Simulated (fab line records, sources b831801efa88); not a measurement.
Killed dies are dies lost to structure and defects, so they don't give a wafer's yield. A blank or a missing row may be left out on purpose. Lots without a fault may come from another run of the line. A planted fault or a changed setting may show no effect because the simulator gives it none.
fab line records | flow sky130
record lots=15 wafers=43 last_day=50
route steps=708 shown VT_ADJUST_HVTR@139 SONOS_TUNNEL@161 GATE_OXIDE@200 POLY_GATE@229 CONTACT@409
lots that met no fault: from a run of the same line without faults
start_h: hours from the record's first day to the start of the lot's first wafer shown | wait_h: hours since the lot's step before | " the same as in the row above | L1.1+2: a row that stands for several wafers | - no value, or no start given | * or withheld: withheld | < > ~ a bound
route shown NAME@n: a module of which the file shows steps, and the number in the route of the first | usual: mean/standard deviation of fault-free wafers | same: alike in all rows | chamber/n: place in a boat | sites: the reading at each site | _std_site: their standard deviation | _edge_site: outer sites' mean less inner sites' | radius_mm: how far each site lies from the wafer's centre | mask NAME#n: copy n | behind: the tool/chamber that last shaped the wafer | hold: why the lot was held/for how many hours/how that ended | device: the transistor (n, p or np) that didn't switch | end of line: the same wafers' tests at the end of the route | a step without rows: its recipe alone | killed: dies lost to structure and defects at the first sort, not the wafer's yield | map: a wafer's dies, x killed, . not, _ none there
set.NAME: the setting as run; set.NAME@STEP: as run at that earlier step | model.NAME: the simulator's own value behind a step, which no gauge read
steps of the route over a sample of lots; a table a step, a row a wafer
services: from which hour (start_h, from the record's first day; less than 0 if before it) a tool's chamber was out of use, for how many hours, and why
## steps
# step SKY_VT_ADJUST_HVTR_OVL_MEAS_08
# usual VT_ADJUST_HVTR_OVL=0.6/1.3
# columns lot.wafer tool chamber start_h wait_h VT_ADJUST_HVTR_OVL[nm]
L784.1 overlay-01 - 203.99 0.1 0.5
L784.5 " - " " 0.6
L784.6 " - " " -1.0
L785.3 overlay-02 - 213.15 0.1 -0.4
L785.4 " - " " -0.4
L785.5 " - " " -0.1
L786.1 overlay-02 - 218.22 0.1 1.0
L786.3 " - " " 0.7
L786.6 " - " " 2.0
L787.1 overlay-02 - 227.19 0.1 1.7
L787.4 " - " " 0.6
L787.6 " - " " 1.5
L788.1 overlay-02 - 232.28 0.1 1.4
L788.2 " - " " 2.0
L788.3 " - " " 0.2
L789.1 overlay-02 - 254.50 0.1 3.7
L789.3 " - " " 2.5
L789.6 " - " " 1.2
L790.1 overlay-02 - 270.39 0.1 -2.6
L790.3 " - " " -1.5
L790.5 " - " " -1.5
L792.1 overlay-02 - 281.20 0.1 0.5
L792.5 " - " " 1.4
L792.6 " - " " 0.4
L791.3 overlay-02 - 281.89 0.1 3.0
L791.4 " - " " 2.6
L791.5 " - " " 1.4
L793.1 overlay-02 - 285.18 0.1 2.0
L793.2 " - " " -0.6
L793.6 " - " " 1.3
L795.1 overlay-02 - 316.18 21.4 1.2
L795.2 " - " " -0.2
L795.6 " - " " -0.2
L796.2 overlay-02 - 317.98 10.2 0.4
L796.5 " - " " 2.1
L796.6 " - " " 1.7
L798.3 overlay-02 - 324.49 0.1 -0.6
L798.6 " - " " -0.6
L800.2 overlay-02 - 332.30 0.1 -0.7
L800.3 " - " " -0.3
L805.3 overlay-02 - 365.50 0.1 -1.9
L805.4 " - " " -2.0
L805.5 " - " " -1.4
# step SKY_SONOS_TUNNEL_CD_MEAS_07
# recipe target_cd_nm=410
# usual cd_nm=410.0/2.1
# columns lot.wafer tool chamber start_h wait_h cd_nm
L784.1 cd_sem-02 - 248.69 0.1 410.5
L784.5 " - " " 409.1
L784.6 " - " " 408.1
L785.3 cd_sem-02 - 258.41 0.1 409.5
L785.4 " - " " 413.3
L785.5 " - " " 411.8
L786.1 cd_sem-01 - 264.84 0.1 409.9
L786.3 " - " " 411.6
L786.6 " - " " 412.2
L787.1 cd_sem-02 - 272.84 0.1 415.5
L787.4 " - " " 413.7
L787.6 " - " " 413.8
L788.1 cd_sem-02 - 279.54 0.1 410.3
L788.2 " - " " 409.6
L788.3 " - " " 411.2
L789.1 cd_sem-01 - 303.12 0.1 409.7
L789.3 " - " " 411.6
L789.6 " - " " 413.1
L790.1 cd_sem-01 - 320.61 0.1 411.9
L790.3 " - " " 409.0
L790.5 " - " " 412.1
L792.1 cd_sem-01 - 336.66 0.1 408.7
L792.5 " - " " 407.7
L792.6 " - " " 408.3
L791.3 cd_sem-01 - 337.00 0.1 409.4
L791.4 " - " " 410.6
L791.5 " - " " 408.7
L793.1 cd_sem-01 - 339.24 0.2 411.0
L793.2 " - " " 409.6
L793.6 " - " " 409.6
L795.1 cd_sem-01 - 347.15 0.2 411.4
L795.2 " - " " 410.9
L795.6 " - " " 412.7
L796.2 cd_sem-01 - 365.09 0.1 411.0
L796.5 " - " " 410.7
L796.6 " - " " 408.9
L798.3 cd_sem-01 - 378.78 0.1 411.4
L798.6 " - " " 409.9
L800.2 cd_sem-02 - 387.96 0.1 412.5
L800.3 " - " " 410.6
L805.3 cd_sem-01 - 425.89 0.1 411.9
L805.4 " - " " 409.8
L805.5 " - " " 412.1
# step SKY_GATE_OXIDE_STRIP_13
# recipe chemistry=O2/N2 power_w=1400 pressure_mtorr=1500 platen_temp_c=withheld o2_flow_sccm=3000 n2_flow_sccm=300 overash_fraction=0.5
# usual drypump_motor_current_A=5.7/0.41 oes_product_au=0.716/0.005 strip_time_to_endpoint_s=14.18/0.032
# same overash_fraction=0.5
# columns lot.wafer tool chamber start_h wait_h drypump_motor_current_A oes_product_au rf_hours_counter_h strip_time_to_endpoint_s
L784.1 plasma_asher-02 0 318.17 0.0 5.4 0.713 60 14.21
L784.5 " 1 " " 5.5 0.717 - 14.20
L784.6 " 0 " " 5.4 0.714 - 14.22
L785.3 plasma_asher-02 0 319.54 0.0 5.3 0.721 - 14.21
L785.4 " 1 " " 5.5 0.719 - 14.17
L785.5 " 0 " " 5.4 0.712 - 14.19
L787.1 plasma_asher-02 0 348.21 0.0 5.3 0.711 66 14.17
L787.4 " 1 " " 5.5 0.721 - 14.24
L787.6 " 1 " " 5.5 0.720 - 14.21
L786.1 plasma_asher-03 1 348.34 0.0 5.6 0.714 66 14.15
L786.3 " 0 " " 6.0 0.715 - 14.15
L786.6 " 0 " " 6.0 0.719 - 14.15
L788.1 plasma_asher-03 1 348.64 0.0 5.6 0.708 66 14.23
L788.2 " 0 " " 6.0 0.706 66 14.19
L788.3 " 0 " " 6.0 0.723 - 14.19
L789.1 plasma_asher-02 1 381.99 0.0 5.5 0.708 70 14.18
L789.3 " 0 " " 5.3 0.716 - 14.19
L789.6 " 1 " " 5.4 0.718 - 14.20
L790.1 plasma_asher-02 0 383.09 0.0 5.4 0.713 70 14.20
L790.3 " 1 " " 5.5 0.729 - 14.20
L790.5 " 0 " " 5.3 0.725 - 14.20
L792.1 plasma_asher-03 1 401.37 0.0 5.6 0.721 73 14.19
L792.5 " 1 " " 5.7 0.722 - 14.16
L792.6 " 0 " " 6.1 0.721 - 14.17
L791.3 plasma_asher-03 0 405.40 0.0 6.0 0.711 - 14.14
L791.4 " 1 " " 5.6 0.715 - 14.13
L791.5 " 0 " " 6.0 0.706 - 14.16
L793.1 plasma_asher-04 1 405.46 0.0 5.4 0.707 22 14.16
L793.2 " 0 " " 6.6 0.720 22 14.20
L793.6 " 0 " " 6.5 0.723 - 14.19
L795.1 plasma_asher-03 1 411.34 0.0 5.6 0.718 74 14.20
L795.2 " 0 " " 6.1 0.708 74 14.22
L795.6 " 1 " " 5.6 0.725 - 14.21
L796.2 plasma_asher-02 0 435.99 0.0 5.4 0.711 75 14.17
L796.5 " 1 " " 5.5 0.716 - 14.16
L796.6 " 0 " " 5.4 0.716 - 14.18
L798.3 plasma_asher-04 1 449.26 0.0 5.4 0.717 - 14.22
L798.6 " 1 " " 5.4 0.720 - 14.15
L800.2 plasma_asher-02 1 456.67 0.0 5.5 0.716 77 14.11
L800.3 " 0 " " 5.3 0.717 - 14.16
L805.3 plasma_asher-04 0 497.15 0.0 6.6 0.722 - 14.19
L805.4 " 1 " " 5.4 0.716 - 14.18
L805.5 " 1 " " 5.4 0.712 - 14.17
# step SKY_POLY_GATE_ETCH_15
# recipe chemistry=N2/H2 target=BARC ion_energy_ev=200 source_w=500 bias_w=100 pressure_mtorr=30 n2_flow_sccm=100 h2_flow_sccm=200 stop_on=SiO2 time_s=118.5 target_depth_a=1100
# usual drypump_motor_current_A=5.7/0.53 oes_product_au=0.716/0.0047 run_length_s=146.8/0.44 throttle_valve_pct=13.213/0.0085
# columns lot.wafer tool chamber start_h wait_h drypump_motor_current_A oes_product_au rf_hours_counter_h run_length_s throttle_valve_pct
L784.1 rie_diel-03 2 380.73 0.0 5.0 0.726 11 147.0 13.208
L784.5 " 2 " " 5.0 0.711 - 147.1 13.207
L784.6 " 3 " " 6.3 0.713 - 146.7 13.222
L785.3 rie_diel-01 0 380.96 0.0 6.6 0.722 8 147.3 13.213
L785.4 " 3 " " 4.8 0.722 43 147.4 13.215
L785.5 " 3 " " 4.8 0.712 - 148.0 13.209
L788.1 rie_diel-02 3 411.23 0.0 5.1 0.722 77 146.7 13.211
L788.2 " 2 " " 5.2 0.714 79 147.4 13.221
L788.3 " 1 " " 5.7 0.716 10 146.3 13.215
L786.1 rie_diel-01 0 412.16 0.0 6.5 0.724 9 147.1 13.215
L786.3 " 3 " " 4.8 0.712 44 147.5 13.204
L786.6 " 0 " " 6.5 0.718 - 147.3 13.211
L787.1 rie_diel-03 0 412.23 0.0 5.6 0.714 20 146.9 13.215
L787.4 " 3 " " 6.3 0.722 10 146.6 13.224
L787.6 " 3 " " 6.3 0.708 - 146.5 13.209
L789.1 rie_diel-03 3 449.71 0.0 6.3 0.723 11 146.4 13.211
L789.3 " 0 " " 5.6 0.721 20 146.6 13.211
L789.6 " 0 " " 5.7 0.721 - 146.5 13.217
L790.1 rie_diel-01 0 449.83 0.0 6.5 0.720 9 147.3 13.212
L790.3 " 2 " " 6.5 0.712 6 146.8 13.234
L790.5 " 2 " " 6.5 0.711 - 146.6 13.209
L792.1 rie_diel-03 2 470.97 0.0 5.0 0.717 13 147.4 13.222
L792.5 " 2 " " 5.0 0.719 - 147.2 13.210
L792.6 " 3 " " 6.3 0.723 - 146.8 13.216
L791.3 rie_diel-03 1 474.17 0.0 5.9 0.716 6 146.3 13.211
L791.4 " 2 " " 5.0 0.711 14 147.3 13.222
L791.5 " 0 " " 5.6 0.711 - 147.0 13.208
L793.1 rie_diel-03 2 475.67 0.0 5.0 0.718 14 147.4 13.214
L793.2 " 1 " " 5.9 0.721 6 146.6 13.210
L793.6 " 0 " " 5.6 0.710 - 146.8 13.203
L795.1 rie_diel-02 0 479.60 0.0 5.6 0.709 19 147.6 13.221
L795.2 " 3 " " 5.2 0.718 78 146.8 13.216
L795.6 " 3 " " 5.2 0.719 - 146.5 13.225
L796.2 rie_diel-03 0 505.12 0.0 5.6 0.706 22 146.5 13.220
L796.5 " 0 " " 5.6 0.717 - 147.1 13.212
L796.6 " 3 " " 6.2 0.649 - 172.5 13.218
L798.3 rie_diel-03 1 516.17 0.0 5.9 0.662 7 172.5 13.195
L798.6 " 0 " " 5.6 0.659 - 172.7 13.198
L800.2 rie_diel-03 1 523.07 0.0 5.9 0.716 7 146.2 13.204
L800.3 " 2 " " 5.0 0.655 15 173.1 13.198
L805.3 rie_diel-01 3 562.66 0.0 4.8 0.717 47 147.2 13.206
L805.4 " 2 " " 6.5 0.713 8 146.5 13.198
L805.5 " 3 " " 4.8 0.711 - 147.7 13.215
# step SKY_POLY_GATE_STRIP_18
# recipe chemistry=O2/N2 power_w=1400 pressure_mtorr=1500 platen_temp_c=withheld o2_flow_sccm=3000 n2_flow_sccm=300 overash_fraction=0.5
# usual drypump_motor_current_A=5.70/0.23 oes_product_au=0.359/0.0054 strip_time_to_endpoint_s=3.13/0.055
# same overash_fraction=0.5
# columns lot.wafer tool chamber start_h wait_h drypump_motor_current_A oes_product_au rf_hours_counter_h strip_time_to_endpoint_s
L784.1 plasma_asher-02 0 380.97 0.0 5.35 0.369 70 3.12
L784.5 " 1 " " 5.44 0.359 - 3.14
L784.6 " 0 " " 5.36 0.362 - 3.06
L785.3 plasma_asher-03 0 381.23 0.1 6.04 0.362 - 3.20
L785.4 " 1 " " 5.66 0.357 - 3.19
L785.5 " 1 " " 5.65 0.362 - 3.19
L788.1 plasma_asher-01 0 411.46 0.0 5.73 0.364 60 3.25
L788.2 " 1 " " 5.88 0.354 60 3.16
L788.3 " 0 " " 5.73 0.352 - 3.15
L786.1 plasma_asher-03 1 412.40 0.0 5.60 0.361 74 3.17
L786.3 " 1 " " 5.61 0.361 - 3.14
L786.6 " 0 " " 6.02 0.364 - 3.16
L787.1 plasma_asher-01 0 412.46 0.0 5.71 0.356 60 3.08
L787.4 " 1 " " 5.90 0.352 - 3.08
L787.6 " 0 " " 5.72 0.360 - 3.13
L789.1 plasma_asher-01 1 449.95 0.0 5.89 0.359 64 3.11
L789.3 " 1 " " 5.87 0.356 - 3.13
L789.6 " 0 " " 5.74 0.358 - 3.10
L790.1 plasma_asher-02 0 450.06 0.0 5.35 0.362 77 3.20
L790.3 " 1 " " 5.46 0.356 - 3.10
L790.5 " 0 " " 5.36 0.359 - 3.13
L792.1 plasma_asher-02 0 471.21 0.0 5.35 0.359 79 3.08
L792.5 " 0 " " 5.36 0.358 - 3.09
L792.6 " 1 " " 5.46 0.362 - 3.05
L791.3 plasma_asher-01 1 474.45 0.1 5.89 0.354 - 3.06
L791.4 " 0 " " 5.72 0.354 - 3.06
L791.5 " 1 " " 5.91 0.354 - 3.12
L793.1 plasma_asher-02 1 475.91 0.0 5.47 0.355 79 3.07
L793.2 " 0 " " 5.35 0.365 79 3.09
L793.6 " 1 " " 5.47 0.361 - 3.05
L795.1 plasma_asher-01 1 479.84 0.0 5.88 0.357 67 3.09
L795.2 " 0 " " 5.74 0.358 67 3.23
L795.6 " 1 " " 5.88 0.366 - 3.22
L796.2 plasma_asher-01 1 505.36 0.0 5.89 0.351 69 3.07
L796.5 " 0 " " 5.72 0.361 - 3.04
L796.6 " 1 " " 5.89 0.351 - 2.88
L798.3 plasma_asher-02 1 516.44 0.1 5.50 0.354 - 2.86
L798.6 " 0 " " 5.37 0.347 - 2.91
L800.2 plasma_asher-03 0 523.31 0.0 6.00 0.356 9 3.12
L800.3 " 1 " " 5.63 0.351 - 2.88
L805.3 plasma_asher-03 1 562.93 0.1 5.61 0.362 - 3.24
L805.4 " 0 " " 6.04 0.354 - 3.12
L805.5 " 1 " " 5.56 0.378 - 3.22
# step SKY_CONTACT_THK_MEAS_03
# recipe reads=SiO2_of_CONTACT_HDPCVD_02
# usual CONTACT_HDPCVD_THK=565/9
# columns lot.wafer tool chamber start_h wait_h hold CONTACT_HDPCVD_THK[nm]
L784.1 film_metro-04 - 718.22 0.0 - 570
L784.5 " - " " - 568
L784.6 " - " " - 554
L785.3 film_metro-01 - 720.13 0.1 - 556
L785.4 " - " " - 576
L785.5 " - " " - 552
L788.1 film_metro-01 - 746.71 0.0 - 571
L788.2 " - " " - 550
L788.3 " - " " - 556
L786.1 film_metro-03 - 748.12 0.0 - 566
L786.3 " - " " - 557
L786.6 " - " " - 558
L787.1 film_metro-01 - 748.78 0.2 - 565
L787.4 " - " " - 565
L787.6 " - " " - 551
L790.1 film_metro-04 - 780.01 0.0 - 568
L790.3 " - " " - 558
L790.5 " - " " - 552
L789.1 film_metro-04 - 780.77 0.0 - 543
L789.3 " - " " - 567
L789.6 " - " " - 566
L792.1 film_metro-01 - 796.92 0.0 - 548
L792.5 " - " " - 549
L792.6 " - " " - 559
L791.3 film_metro-04 - 800.21 0.1 - 565
L791.4 " - " " - 567
L791.5 " - " " - 554
L793.1 film_metro-01 - 807.12 0.0 - 558
L793.2 " - " " - 558
L793.6 " - " " - 566
L795.1 film_metro-01 - 807.84 0.0 - 546
L795.2 " - " " - 563
L795.6 " - " " - 571
L796.2 film_metro-04 - 829.22 0.1 - 571
L796.5 " - " " - 570
L796.6 " - " " - 562
L798.3 film_metro-04 - 835.29 0.1 await_dispo/0.2h/release 561
L798.6 " - " " await_dispo/0.2h/release 572
L798.3 film_metro-04 - 835.51 0.2 - 561
L798.6 " - " " - 572
L800.2 film_metro-04 - 842.05 0.0 - 560
L800.3 " - " " - 572
L805.3 film_metro-04 - 881.67 0.1 - 570
L805.4 " - " " - 556
L805.5 " - " " - 561
# step SKY_CONTACT_CMP_04
# recipe material=SiO2 down_force_psi=4 platen_rpm=60 pad_velocity_m_s=0.94248
# usual motor_current_A=11.8/1.3 time_to_endpoint_s=82/5.7
# columns lot.wafer tool chamber start_h wait_h hold motor_current_A time_to_endpoint_s
L784.1 cmp-02 2 718.28 0.1 - 12.5 83
L784.5 " 2 " " - 13.5 81
L784.6 " 3 " " - 11.0 81
L785.4 cmp-02 2 720.17 0.0 - 12.9 83
L785.3 " 1 " " - 10.1 77
L785.5 " 3 " " - 11.1 84
L788.3 cmp-01 3 747.04 0.3 - 14.3 71
L788.1 " 0 " " - 10.8 76
L788.2 " 1 " " - 12.8 80
L786.1 cmp-02 3 748.46 0.3 - 11.5 83
L786.3 " 1 " " - 9.4 78
L786.6 " 0 " " - 11.4 87
L787.4 cmp-02 0 749.36 0.5 - 11.6 90
L787.1 " 2 " " - 12.9 78
L787.6 " 0 " " - 11.5 85
L790.1 cmp-01 0 780.07 0.1 - 11.1 76
L790.3 " 1 " " - 11.9 82
L790.5 " 0 " " - 10.3 70
L789.3 cmp-01 1 780.93 0.1 - 11.9 87
L789.1 " 2 " " - 11.9 73
L789.6 " 3 " " - 14.0 80
L792.1 cmp-02 0 797.13 0.2 - 11.8 83
L792.5 " 1 " " - 9.0 73
L792.6 " 2 " " - 13.0 78
L791.3 cmp-01 2 800.25 0.0 - 12.5 83
L791.4 " 1 " " - 11.8 87
L791.5 " 3 " " - 13.9 75
L793.2 cmp-02 0 807.18 0.0 - 11.4 88
L793.1 " 2 " " - 12.4 79
L793.6 " 0 " " - 11.8 89
L795.1 cmp-02 0 808.68 0.8 - 11.7 83
L795.2 " 3 " " - 11.3 80
L795.6 " 1 " " - 9.3 76
L796.2 cmp-01 3 829.37 0.1 - 14.3 82
L796.6 " 1 " " - 11.9 86
L796.5 " 2 " " - 13.1 82
L798.3 cmp-01 1 838.50 3.0 await_dispo/2.9h/release 12.4 85
L798.6 " 2 " " await_dispo/2.9h/release 12.8 87
L800.3 cmp-02 1 842.10 0.0 - 9.5 85
L800.2 " 0 " " - 11.6 91
L805.3 cmp-01 2 881.76 0.1 - 12.4 81
L805.4 " 3 " " - 13.0 73
L805.5 " 2 " " - 13.2 79
## services
# columns tool chamber start_h hours kind
rie_diel-03 1 301.47 5.7 repair
rie_diel-03 0 368.31 13.7 repair
cmp-02 - 404.16 4.0 pm
cmp-02 - 414.72 11.1 pm
plasma_asher-03 - 421.25 9.0 pm
rie_diel-03 - 423.27 2.8 pm
cmp-02 - 454.38 2.6 repair
cmp-02 - 467.49 2.8 repair
plasma_asher-03 - 516.59 2.8 pm
rie_diel-03 - 572.54 1.4 repair
rie_diel-03 3 587.73 8.7 repair
rie_diel-03 1 595.48 6.3 repair
cmp-02 - 600.72 4.6 pm
plasma_asher-02 - 657.29 1.4 repair
cmp-02 - 705.36 5.2 pm
plasma_asher-03 - 714.82 41.4 repair
cmp-02 - 722.75 2.5 repair
plasma_asher-02 - 733.75 9.0 pm
rie_diel-03 - 734.95 5.1 repair
rie_diel-03 - 768.26 4.0 pm
rie_diel-03 3 849.11 9.0 repair
plasma_asher-03 - 857.92 4.0 repair
rie_diel-03 3 863.28 6.6 repair
plasma_asher-03 - 874.41 15.6 pm
## key
first_sign step=SKY_POLY_GATE_ETCH_15 reading=run_length_s direction=up sigmas=58 usual=* struck=*
effect step=SKY_POLY_GATE_ETCH_15 reading=oes_product_au direction=down sigmas=13 usual=0.716 struck=0.656
effect step=SKY_POLY_GATE_STRIP_18 reading=strip_time_to_endpoint_s direction=down sigmas=4.5 usual=* struck=*
met_at SKY_POLY_GATE_ETCH_15
struck_lots L796,L798,L800
struck_wafers L796.6,L798.3,L798.6,L800.3
sort_left_out L796.6
tester_left_out L796,L798,L800
not_acting_at SKY_VT_ADJUST_HVTR_OVL_MEAS_08,SKY_SONOS_TUNNEL_CD_MEAS_07,SKY_GATE_OXIDE_STRIP_13
onset_between 475.67 505.12
fault kind=process_parameter_drift tool=rie_diel-03 chamber=- onset_h=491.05 steps=SKY_POLY_GATE_ETCH_15 channel=time_s offset=* shape=step end_h=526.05 scope=struck_wafers_only acts_in=* stated=*
# tester_left_out: of these lots the tester's yield and bins aren't shown, on N5 and GAA mostly nor the transistor test; their killed dies are dies lost to structure and defects alone, not to doping, threshold or leakage, so they don't give the yield
# sort_left_out: the simulated sort isn't trusted on such a fault, so these wafers' sort isn't shown, and their yield isn't known
